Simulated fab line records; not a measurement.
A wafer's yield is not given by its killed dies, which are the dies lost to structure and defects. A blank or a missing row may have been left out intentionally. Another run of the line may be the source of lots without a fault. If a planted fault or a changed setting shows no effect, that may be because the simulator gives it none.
fab line records	flow sky130	part 1 of 2: steps 1 to 27 of 38
[record] lots = 5	wafers = 15	last_day = 50
route steps=708 shown VIA3@579 METAL4@598 CAP2M@603
lots with no fault: from the same line, run without faults
start_h: the number of hours between the record's first day and the start of the first shown wafer of the lot	wait_h: hours elapsed since this lot's preceding step	" unchanged from the row above	L1.1+2: several wafers, shown together as one row	- either no value or no given start	* or withheld: withheld	< > ~ a bound
route shown NAME@n: a module of which the file shows steps, and the number in the route of the first	usual: mean/standard deviation of fault-free wafers	same: alike in all rows	chamber/n: place in a boat	sites: readings site by site	_std_site: standard deviation across them	_edge_site: mean of outer sites minus mean of inner sites	radius_mm: how far each site lies from the wafer's centre	mask NAME#n: copy n	behind: tool/chamber where the wafer was last shaped	hold: why the lot went on hold/how many hours it stayed there/how the hold came to an end	device: whichever transistor did not switch (one of n, p or np)	end of line: at the end of the route, the tests of the same wafers	for a step that has no rows: nothing shown but its recipe	killed: dies lost to structure and defects at the first sort, not the wafer's yield	map: the dies of a wafer, with x for killed, . for not killed, _ for no die there
set.NAME: the setting the step ran with; set.NAME@STEP: the setting that earlier step ran with	model.NAME: the simulator's own value behind a step, which no gauge read
lots at some steps of the route; a table a step, a row a wafer
services: from which hour (start_h, from the record's first day; less than 0 if before it) a tool's chamber was out of use, for how many hours, and why
[[steps]]
[step SKY_VIA3_COAT_06]
[recipe] resist = BARC	temp_c = withheld	time_s = withheld	spin_rpm = 3000	resist_thk_nm = 60
lot.wafer	tool	chamber	start_h	wait_h
L075.2+3+6	litho_track-04	0	941.47	0.1
L078.2+3+6	litho_track-04	0	975.67	0.1
L080.2+4+6	litho_track-02	0	992.03	0.1
L082.1+5+6	litho_track-04	0	997.80	0.1
L095.2+4+6	litho_track-04	0	1062.12	0.1
[step SKY_VIA3_COAT_07]
[recipe] resist = KrF-thick	spin_rpm = 3000	resist_thk_nm = 450
lot.wafer	tool	chamber	start_h	wait_h
L075.2+3+6	litho_track-04	0	-	-
L078.2+3+6	litho_track-04	0	-	-
L080.2+4+6	litho_track-02	0	-	-
L082.1+5+6	litho_track-04	0	-	-
L095.2+4+6	litho_track-04	0	-	-
[step SKY_VIA3_SOFTBAKE_08]
[recipe] temp_c = 100	time_s = 90	resist = KrF-thick
lot.wafer	tool	chamber	start_h	wait_h
L075.2+3+6	litho_track-04	0	-	-
L078.2+3+6	litho_track-04	0	-	-
L080.2+4+6	litho_track-02	0	-	-
L082.1+5+6	litho_track-04	0	-	-
L095.2+4+6	litho_track-04	0	-	-
[step SKY_VIA3_EXPOSE_09]
[recipe] mask_id = VIM3	na = 0.8	source_shape = annular	sigma_inner = 0.55	sigma_outer = 0.85	target_cd_nm = 200	dose_mj = 38
[same] na = 0.8	sigma_outer = 0.85
lot.wafer	tool	chamber	start_h	wait_h	mask
L075.2+3+6	krf_scanner-01	0	-	-	VIM3#0
L078.2+3+6	krf_scanner-02	0	-	-	VIM3#0
L080.2+4+6	krf_scanner-02	0	-	-	VIM3#0
L082.1+5+6	krf_scanner-02	0	-	-	VIM3#0
L095.2+4+6	krf_scanner-01	0	-	-	VIM3#0
[step SKY_VIA3_PEB_10]
[recipe] peb_temp_c = withheld	peb_time_s = withheld	resist = KrF-thick
lot.wafer	tool	chamber	start_h	wait_h
L075.2+3+6	litho_track-04	0	-	-
L078.2+3+6	litho_track-04	0	-	-
L080.2+4+6	litho_track-02	0	-	-
L082.1+5+6	litho_track-02	0	-	-
L095.2+4+6	litho_track-02	0	-	-
[step SKY_VIA3_DEVELOP_11]
[recipe] develop_time_s = 60	resist = KrF-thick	dev_temp_c = 21
[usual] developer_temp_C = 20.99/0.12
lot.wafer	tool	chamber	start_h	wait_h	developer_temp_C
L075.2	litho_track-04	0	-	-	20.87
L075.3	"	0	"	"	20.83
L075.6	"	0	"	"	20.81
L078.2	litho_track-04	0	-	-	20.91
L078.3	"	0	"	"	20.75
L078.6	"	0	"	"	20.89
L080.2	litho_track-02	0	-	-	20.84
L080.4	"	0	"	"	21.07
L080.6	"	0	"	"	20.83
L082.1	litho_track-02	0	-	-	20.97
L082.5	"	0	"	"	20.90
L082.6	"	0	"	"	20.97
L095.2	litho_track-02	0	-	-	21.16
L095.4	"	0	"	"	20.94
L095.6	"	0	"	"	21.22
[step SKY_VIA3_CD_MEAS_12]
[recipe] target_cd_nm = 200
[usual] cd_nm = 200.0/1.5
lot.wafer	tool	chamber	start_h	wait_h	cd_nm
L075.2	cd_sem-02	-	954.07	-	200.1
L075.3	"	-	"	"	200.5
L075.6	"	-	"	"	200.5
L078.2	cd_sem-01	-	987.62	-	200.0
L078.3	"	-	"	"	200.2
L078.6	"	-	"	"	200.3
L080.2	cd_sem-02	-	1003.77	-	200.1
L080.4	"	-	"	"	201.5
L080.6	"	-	"	"	200.5
L082.1	cd_sem-01	-	1009.70	-	201.1
L082.5	"	-	"	"	201.3
L082.6	"	-	"	"	200.5
L095.2	cd_sem-01	-	1071.99	-	196.8
L095.4	"	-	"	"	198.4
L095.6	"	-	"	"	198.6
[step SKY_VIA3_OVL_MEAS_13]
[usual] VIA3_OVL = -1/6.1
lot.wafer	tool	chamber	start_h	wait_h	VIA3_OVL[nm]
L075.2	overlay-02	-	954.17	0.1	-4
L075.3	"	-	"	"	1
L075.6	"	-	"	"	-8
L078.2	overlay-02	-	987.72	0.1	-3
L078.3	"	-	"	"	-5
L078.6	"	-	"	"	0
L080.2	overlay-01	-	1003.88	0.1	8
L080.4	"	-	"	"	5
L080.6	"	-	"	"	7
L082.1	overlay-01	-	1009.82	0.1	-2
L082.5	"	-	"	"	0
L082.6	"	-	"	"	-12
L095.2	overlay-02	-	1072.09	0.1	-1
L095.4	"	-	"	"	6
L095.6	"	-	"	"	1
[step SKY_VIA3_ETCH_14]
[recipe] chemistry = N2/H2	target = BARC	ion_energy_ev = 200	source_w = 500	bias_w = 100	pressure_mtorr = 30	n2_flow_sccm = 100	h2_flow_sccm = 200	stop_on = SiO2	time_s = 45.9	target_depth_a = 600
[usual] drypump_motor_current_A = 5.6/0.45	n2_flow_sccm = 100.04/0.27	oes_product_au = 0.854/0.0053	rf_fwd_power_W = 494.7/2	throttle_valve_pct = 13.225/0.0091
lot.wafer	tool	chamber	start_h	wait_h	drypump_motor_current_A	n2_flow_sccm	oes_product_au	rf_fwd_power_W	rf_hours_counter_h	throttle_valve_pct
L075.2	rie_diel-01	0	954.20	0.0	6.6	100.22	0.859	495.4	16	13.236
L075.3	"	1	"	"	5.3	99.88	0.851	495.9	11	13.219
L075.6	"	0	"	"	6.7	100.47	0.862	495.3	-	13.238
L078.2	rie_diel-03	3	987.75	0.0	5.6	100.21	0.861	492.9	3	13.221
L078.3	"	2	"	"	4.8	99.53	0.854	493.3	23	13.227
L078.6	"	0	"	"	5.8	100.23	0.859	494.5	-	13.216
L080.2	rie_diel-04	1	1003.91	0.0	5.7	99.95	0.856	494.0	12	13.228
L080.4	"	0	"	"	5.2	100.11	0.847	492.9	22	13.222
L080.6	"	1	"	"	5.7	99.74	0.865	492.1	-	13.218
L082.1	rie_diel-03	0	1009.86	0.0	5.8	99.96	0.851	491.8	9	13.232
L082.5	"	1	"	"	6.2	100.26	0.848	498.6	-	13.215
L082.6	"	0	"	"	5.8	99.55	0.851	490.6	-	13.224
L095.2	rie_diel-04	0	1072.12	0.0	5.2	99.83	0.852	496.6	25	13.219
L095.4	"	1	"	"	5.7	100.25	0.850	492.2	15	13.224
L095.6	"	1	"	"	5.7	100.12	0.849	493.5	-	13.219
[step SKY_VIA3_ETCH_15]
[recipe] target = SiO2	chemistry = C4F8/O2/Ar	target_depth_nm = 507	stop_on = TiN	mask_material = KrF-thick	source_w = 1500	bias_w = 1200	pressure_mtorr = 40	c4f8_flow_sccm = withheld	O2_flow_sccm = 6	Ar_flow_sccm = 300	time_s = 78
[usual] oes_product_au = 0.947/0.0044	rf_fwd_power_W = 1489/5.1
lot.wafer	tool	chamber	start_h	wait_h	oes_product_au	rf_fwd_power_W	rf_hours_counter_h
L075.2	rie_diel-01	0	954.25	0.0	0.949	1494	16
L075.3	"	1	"	"	0.948	1495	11
L075.6	"	0	"	"	0.956	1491	-
L078.2	rie_diel-03	3	987.80	0.0	0.942	1486	3
L078.3	"	2	"	"	0.951	1485	23
L078.6	"	0	"	"	0.947	1491	-
L080.2	rie_diel-04	1	1003.95	0.0	0.950	1490	12
L080.4	"	0	"	"	0.947	1492	22
L080.6	"	1	"	"	0.947	1495	-
L082.1	rie_diel-03	0	1009.90	0.0	0.946	1480	9
L082.5	"	1	"	"	0.954	1498	-
L082.6	"	0	"	"	0.941	1483	-
L095.2	rie_diel-04	0	1072.17	0.0	0.943	1498	25
L095.4	"	1	"	"	0.939	1488	15
L095.6	"	1	"	"	0.944	1492	-
[step SKY_VIA3_STRIP_16]
[recipe] chemistry = O2/N2	power_w = 1400	pressure_mtorr = 1500	platen_temp_c = withheld	o2_flow_sccm = 3000	n2_flow_sccm = 300	overash_fraction = 0.5
[usual] drypump_motor_current_A = 5.7/0.4	n2_flow_sccm = 300.1/0.9	oes_product_au = 0.401/0.0043	strip_time_to_endpoint_s = 4.124/0.026
lot.wafer	tool	chamber	start_h	wait_h	drypump_motor_current_A	n2_flow_sccm	oes_product_au	rf_hours_counter_h	strip_time_to_endpoint_s
L075.2	plasma_asher-01	0	954.31	0.0	5.2	299.7	0.400	52	4.095
L075.3	"	1	"	"	6.2	299.2	0.401	-	4.129
L075.6	"	0	"	"	5.3	300.9	0.399	-	4.075
L078.2	plasma_asher-03	0	987.86	0.0	6.1	300.7	0.399	116	4.113
L078.3	"	0	"	"	6.1	299.3	0.400	-	4.111
L078.6	"	1	"	"	5.6	299.5	0.400	-	4.117
L080.2	plasma_asher-03	1	1004.01	0.0	5.6	301.3	0.407	118	4.163
L080.4	"	1	"	"	5.6	300.5	0.404	-	4.154
L080.6	"	0	"	"	6.2	300.4	0.395	-	4.155
L082.1	plasma_asher-01	1	1009.96	0.0	6.2	299.9	0.394	57	4.123
L082.5	"	0	"	"	5.3	298.5	0.402	-	4.140
L082.6	"	1	"	"	6.2	300.1	0.403	-	4.124
L095.2	plasma_asher-03	0	1072.23	0.0	6.1	300.9	0.402	0	4.173
L095.4	"	1	"	"	5.6	298.8	0.397	-	4.157
L095.6	"	1	"	"	5.6	299.3	0.397	-	4.168
[step SKY_VIA3_STRIP_17]
[recipe] chemistry = post_etch_residue_remover	time_s = 1200	temp_c = 72.5
lot.wafer	tool	chamber	start_h	wait_h
L075.2+3+6	wet_bench-04	2	954.41	0.1
L078.2+3+6	wet_bench-03	0	987.96	0.1
L080.2+4+6	wet_bench-03	2	1004.11	0.1
L082.1+5+6	wet_bench-04	0	1010.06	0.1
L095.2+4+6	wet_bench-01	2	1072.33	0.1
[step SKY_VIA3_CLEAN_18]
[recipe] chemistry = IPA	time_s = 180	temp_c = 25
lot.wafer	tool	chamber	start_h	wait_h
L075.2+3+6	wet_bench-04	3	954.75	0.0
L078.2+3+6	wet_bench-04	0	988.30	0.0
L080.2+4+6	wet_bench-04	2	1004.45	0.0
L082.1+5+6	wet_bench-03	1	1010.40	0.0
L095.2+4+6	wet_bench-03	2	1073.01	0.0
[step SKY_VIA3_CLEAN_19]
[recipe] chemistry = O3/DIW	dry = n2_spin
lot.wafer	tool	chamber	start_h	wait_h
L075.2+3+6	wet_bench-04	0	954.81	0.0
L078.2+3+6	wet_bench-03	0	988.36	0.0
L080.2+4+6	wet_bench-01	3	1004.51	0.0
L082.1+5+6	wet_bench-04	1	1010.46	0.0
L095.2+4+6	wet_bench-01	0	1073.14	0.0
[step SKY_VIA3_SPUTTER_20]
[recipe] material = TiN	target_thk_nm = 20	chamber_pressure_pa = 5	power_w = 4000	time_s = 80
[usual] throttle_valve_pct = 30.2/0.67
lot.wafer	tool	chamber	start_h	wait_h	throttle_valve_pct
L075.2	pvd_sputter-04	-	954.90	0.0	29.9
L075.3	"	-	"	"	30.3
L075.6	"	-	"	"	29.9
L078.2	pvd_sputter-04	-	988.45	0.0	29.7
L078.3	"	-	"	"	30.1
L078.6	"	-	"	"	29.8
L080.2	pvd_sputter-04	-	1004.60	0.0	30.5
L080.4	"	-	"	"	29.8
L080.6	"	-	"	"	30.0
L082.1	pvd_sputter-04	-	1010.55	0.0	30.4
L082.5	"	-	"	"	29.7
L082.6	"	-	"	"	30.1
L095.2	pvd_sputter-04	-	1073.32	0.0	30.1
L095.4	"	-	"	"	29.7
L095.6	"	-	"	"	29.7
[step SKY_VIA3_CVD_21]
[recipe] material = W	target_thk_nm = 390	time_s = 117.31	temp_c = 400	pressure_torr = 40
[usual] heater_power_w = 866/57
lot.wafer	tool	chamber	start_h	wait_h	heater_power_w
L075.2	cvd_w-02	0	954.96	0.0	935
L075.3	"	1	"	"	877
L075.6	"	0	"	"	924
L078.2	cvd_w-02	0	988.51	0.0	931
L078.3	"	0	"	"	919
L078.6	"	1	"	"	853
L080.2	cvd_w-02	1	1004.66	0.0	882
L080.4	"	0	"	"	914
L080.6	"	1	"	"	865
L082.1	cvd_w-02	0	1010.61	0.0	918
L082.5	"	0	"	"	901
L082.6	"	1	"	"	882
L095.2	cvd_w-02	1	1073.38	0.0	911
L095.4	"	0	"	"	917
L095.6	"	1	"	"	874
[step SKY_VIA3_RS_MEAS_22]
[recipe] thk_meas_gauge = four-point-probe	reads = W_of_VIA3_CVD_21+TiN_of_VIA3_SPUTTER_20
[usual] VIA3_W_RS = 0.2931/0.0026
lot.wafer	tool	chamber	start_h	wait_h	VIA3_W_RS[ohm/sq]
L075.2	film_metro-02	-	955.10	0.1	0.2903
L075.3	"	-	"	"	0.2952
L075.6	"	-	"	"	0.2884
L078.2	film_metro-01	-	988.65	0.1	0.2931
L078.3	"	-	"	"	0.2884
L078.6	"	-	"	"	0.2941
L080.2	film_metro-01	-	1004.81	0.1	0.2948
L080.4	"	-	"	"	0.2929
L080.6	"	-	"	"	0.2976
L082.1	film_metro-01	-	1010.74	0.1	0.2902
L082.5	"	-	"	"	0.2916
L082.6	"	-	"	"	0.2945
L095.2	film_metro-02	-	1073.52	0.1	0.2931
L095.4	"	-	"	"	0.2909
L095.6	"	-	"	"	0.2962
[step SKY_VIA3_THK_MEAS_23]
[recipe] thk_meas_gauge = xrf	reads = W_of_VIA3_CVD_21
[usual] VIA3_W_THK = 399/4.3
lot.wafer	tool	chamber	start_h	wait_h	VIA3_W_THK[nm]
L075.2	film_metro-02	-	955.21	0.1	395
L075.3	"	-	"	"	392
L075.6	"	-	"	"	403
L078.2	film_metro-01	-	988.76	0.1	400
L078.3	"	-	"	"	406
L078.6	"	-	"	"	400
L080.2	film_metro-01	-	1004.92	0.1	398
L080.4	"	-	"	"	400
L080.6	"	-	"	"	392
L082.1	film_metro-01	-	1010.86	0.1	404
L082.5	"	-	"	"	399
L082.6	"	-	"	"	397
L095.2	film_metro-02	-	1073.63	0.1	400
L095.4	"	-	"	"	400
L095.6	"	-	"	"	392
[step SKY_VIA3_CMP_24]
[recipe] stop_on = SiO2	t_overpolish_s = 20	down_force_psi = 3.5	platen_rpm = 60	target_thk_nm = 0	pad_velocity_m_s = 0.94248
[usual] motor_current_A = 10.6/1.6	overpolish_run_s = 19.999/0.0088	retaining_ring_pressure_frac = 1.000/0.0043	time_to_endpoint_s = 97/3.3
[same] t_overpolish_s = 20
lot.wafer	tool	chamber	start_h	wait_h	motor_current_A	overpolish_run_s	retaining_ring_pressure_frac	time_to_endpoint_s
L075.3	cmp-01	3	955.40	0.2	9.7	20.011	0.999	93
L075.2	"	0	"	"	8.0	20.005	0.999	97
L075.6	"	3	"	"	9.8	19.986	1.000	99
L078.3	cmp-01	3	988.86	0.1	9.6	20.003	0.996	99
L078.2	"	0	"	"	7.7	19.995	1.002	96
L078.6	"	2	"	"	11.3	20.011	1.004	100
L080.4	cmp-01	1	1004.97	0.0	12.3	19.989	1.002	96
L080.2	"	3	"	"	9.5	19.998	1.004	99
L080.6	"	1	"	"	11.8	20.006	1.005	96
L082.1	cmp-01	1	1010.97	0.1	11.5	19.995	0.994	93
L082.6	"	0	"	"	7.9	19.999	0.992	96
L082.5	"	1	"	"	11.3	19.984	0.990	93
L095.4	cmp-02	0	1073.68	0.0	10.4	20.006	1.003	98
L095.2	"	2	"	"	13.6	19.992	1.001	93
L095.6	"	0	"	"	10.7	20.006	1.002	96
[step SKY_METAL4_SPUTTER_00]
[recipe] material = Ti	target_thk_nm = 15	power_w = 3000	time_s = 10	chamber_pressure_pa = 0.4
[usual] throttle_valve_pct = 30.2/0.82
lot.wafer	tool	chamber	start_h	wait_h	throttle_valve_pct
L075.2	pvd_sputter-03	-	955.70	0.2	30.5
L075.3	"	-	"	"	31.2
L075.6	"	-	"	"	31.1
L078.2	pvd_sputter-03	-	989.11	0.1	30.7
L078.3	"	-	"	"	29.4
L078.6	"	-	"	"	31.0
L080.2	pvd_sputter-03	-	1005.27	0.1	30.4
L080.4	"	-	"	"	29.7
L080.6	"	-	"	"	30.2
L082.1	pvd_sputter-01	-	1011.22	0.2	29.9
L082.5	"	-	"	"	30.1
L082.6	"	-	"	"	29.0
L095.2	pvd_sputter-03	-	1073.98	0.1	31.0
L095.4	"	-	"	"	30.4
L095.6	"	-	"	"	30.0
[step SKY_METAL4_SPUTTER_01]
[recipe] material = TiN	target_thk_nm = 20	power_w = 6500	time_s = 16.7	chamber_pressure_pa = 0.4
[usual] throttle_valve_pct = 30.2/0.82
lot.wafer	tool	chamber	start_h	wait_h	throttle_valve_pct
L075.2	pvd_sputter-03	-	955.73	0.0	30.7
L075.3	"	-	"	"	31.1
L075.6	"	-	"	"	31.0
L078.2	pvd_sputter-03	-	989.13	0.0	30.4
L078.3	"	-	"	"	29.3
L078.6	"	-	"	"	31.2
L080.2	pvd_sputter-03	-	1005.29	0.0	30.3
L080.4	"	-	"	"	29.5
L080.6	"	-	"	"	30.1
L082.1	pvd_sputter-01	-	1011.24	0.0	30.0
L082.5	"	-	"	"	30.0
L082.6	"	-	"	"	28.8
L095.2	pvd_sputter-03	-	1074.01	0.0	30.9
L095.4	"	-	"	"	30.4
L095.6	"	-	"	"	30.2
[step SKY_METAL4_SPUTTER_02]
[recipe] material = AlCu	target_thk_nm = 735	power_w = 10600	time_s = 39.1	chamber_pressure_pa = 0.4
[usual] throttle_valve_pct = 30.2/0.8
lot.wafer	tool	chamber	start_h	wait_h	throttle_valve_pct
L075.2	pvd_sputter-03	-	955.75	0.0	30.7
L075.3	"	-	"	"	31.0
L075.6	"	-	"	"	31.1
L078.2	pvd_sputter-03	-	989.16	0.0	30.7
L078.3	"	-	"	"	29.5
L078.6	"	-	"	"	30.8
L080.2	pvd_sputter-03	-	1005.32	0.0	29.9
L080.4	"	-	"	"	29.3
L080.6	"	-	"	"	30.1
L082.1	pvd_sputter-01	-	1011.27	0.0	30.0
L082.5	"	-	"	"	30.2
L082.6	"	-	"	"	29.1
L095.2	pvd_sputter-03	-	1074.03	0.0	31.2
L095.4	"	-	"	"	30.0
L095.6	"	-	"	"	30.4
[step SKY_METAL4_SPUTTER_03]
[recipe] material = Ti	target_thk_nm = 5	power_w = 3000	time_s = 3.3	chamber_pressure_pa = 0.4
[usual] throttle_valve_pct = 30.2/0.8
lot.wafer	tool	chamber	start_h	wait_h	throttle_valve_pct
L075.2	pvd_sputter-03	-	955.79	0.0	30.8
L075.3	"	-	"	"	30.9
L075.6	"	-	"	"	31.0
L078.2	pvd_sputter-03	-	989.20	0.0	30.7
L078.3	"	-	"	"	29.6
L078.6	"	-	"	"	31.2
L080.2	pvd_sputter-03	-	1005.35	0.0	30.4
L080.4	"	-	"	"	29.8
L080.6	"	-	"	"	30.4
L082.1	pvd_sputter-01	-	1011.30	0.0	29.9
L082.5	"	-	"	"	30.2
L082.6	"	-	"	"	29.1
L095.2	pvd_sputter-03	-	1074.07	0.0	31.3
L095.4	"	-	"	"	30.1
L095.6	"	-	"	"	30.0
[step SKY_METAL4_SPUTTER_04]
[recipe] material = TiN	target_thk_nm = 70	power_w = 6500	time_s = 58.3	chamber_pressure_pa = 0.4
[usual] throttle_valve_pct = 30.2/0.84
lot.wafer	tool	chamber	start_h	wait_h	throttle_valve_pct
L075.2	pvd_sputter-03	-	955.81	0.0	30.5
L075.3	"	-	"	"	31.0
L075.6	"	-	"	"	31.1
L078.2	pvd_sputter-03	-	989.22	0.0	30.7
L078.3	"	-	"	"	29.6
L078.6	"	-	"	"	30.8
L080.2	pvd_sputter-03	-	1005.37	0.0	30.2
L080.4	"	-	"	"	29.3
L080.6	"	-	"	"	30.1
L082.1	pvd_sputter-01	-	1011.32	0.0	30.2
L082.5	"	-	"	"	29.7
L082.6	"	-	"	"	29.0
L095.2	pvd_sputter-03	-	1074.09	0.0	31.2
L095.4	"	-	"	"	30.0
L095.6	"	-	"	"	30.3
[step SKY_CAP2M_CVD_00]
[recipe] material = SiO2	target_thk_nm = 15.5	temp_c = 400	time_s = withheld	rf_w = 450
[usual] heater_power_w = 695/110	rf_fwd_power_W = 441.7/2.6
lot.wafer	tool	chamber	start_h	wait_h	heater_power_w	rf_fwd_power_W
L075.2	pecvd-04	1	955.86	0.0	786	441.3
L075.3	"	2	"	"	760	445.7
L075.6	"	2	"	"	756	444.3
L078.2	pecvd-01	1	989.27	0.0	547	440.6
L078.3	"	2	"	"	742	441.3
L078.6	"	0	"	"	780	439.6
L080.2	pecvd-02	0	1005.42	0.0	481	438.9
L080.4	"	0	"	"	492	440.0
L080.6	"	0	"	"	486	437.9
L082.1	pecvd-01	0	1011.37	0.0	689	439.9
L082.5	"	1	"	"	560	438.3
L082.6	"	0	"	"	694	440.1
L095.2	pecvd-04	2	1074.14	0.0	805	444.6
L095.4	"	1	"	"	771	442.9
L095.6	"	2	"	"	782	444.9
[step SKY_CAP2M_THK_MEAS_01]
[recipe] reads = SiO2_of_CAP2M_CVD_00
[usual] CAP2M_CVD_00_THK = 15.53/0.21
lot.wafer	tool	chamber	start_h	wait_h	CAP2M_CVD_00_THK[nm]
L075.2	film_metro-02	-	955.90	-	15.42
L075.3	"	-	"	"	15.80
L075.6	"	-	"	"	15.44
L078.2	film_metro-02	-	989.30	-	15.37
L078.3	"	-	"	"	15.43
L078.6	"	-	"	"	15.48
L080.2	film_metro-01	-	1005.46	-	15.40
L080.4	"	-	"	"	15.52
L080.6	"	-	"	"	15.66
L082.1	film_metro-01	-	1011.39	-	15.52
L082.5	"	-	"	"	15.65
L082.6	"	-	"	"	15.55
L095.2	film_metro-04	-	1074.17	-	15.56
L095.4	"	-	"	"	15.69
L095.6	"	-	"	"	15.65
[step SKY_CAP2M_SPUTTER_02]
[recipe] material = TiN	target_thk_nm = 200	temp_c = 300	power_w = 6500	time_s = 166.7	chamber_pressure_pa = 0.4
[usual] throttle_valve_pct = 30.5/0.74
lot.wafer	tool	chamber	start_h	wait_h	throttle_valve_pct
L075.2	pvd_sputter-02	-	955.95	0.0	30.8
L075.3	"	-	"	"	31.7
L075.6	"	-	"	"	29.8
L078.2	pvd_sputter-02	-	989.35	0.0	31.7
L078.3	"	-	"	"	30.7
L078.6	"	-	"	"	30.7
L080.2	pvd_sputter-02	-	1005.51	0.0	30.8
L080.4	"	-	"	"	31.3
L080.6	"	-	"	"	31.4
L082.1	pvd_sputter-03	-	1011.45	0.1	31.1
L082.5	"	-	"	"	30.9
L082.6	"	-	"	"	29.2
L095.2	pvd_sputter-02	-	1074.22	0.0	30.6
L095.4	"	-	"	"	30.6
L095.6	"	-	"	"	31.5
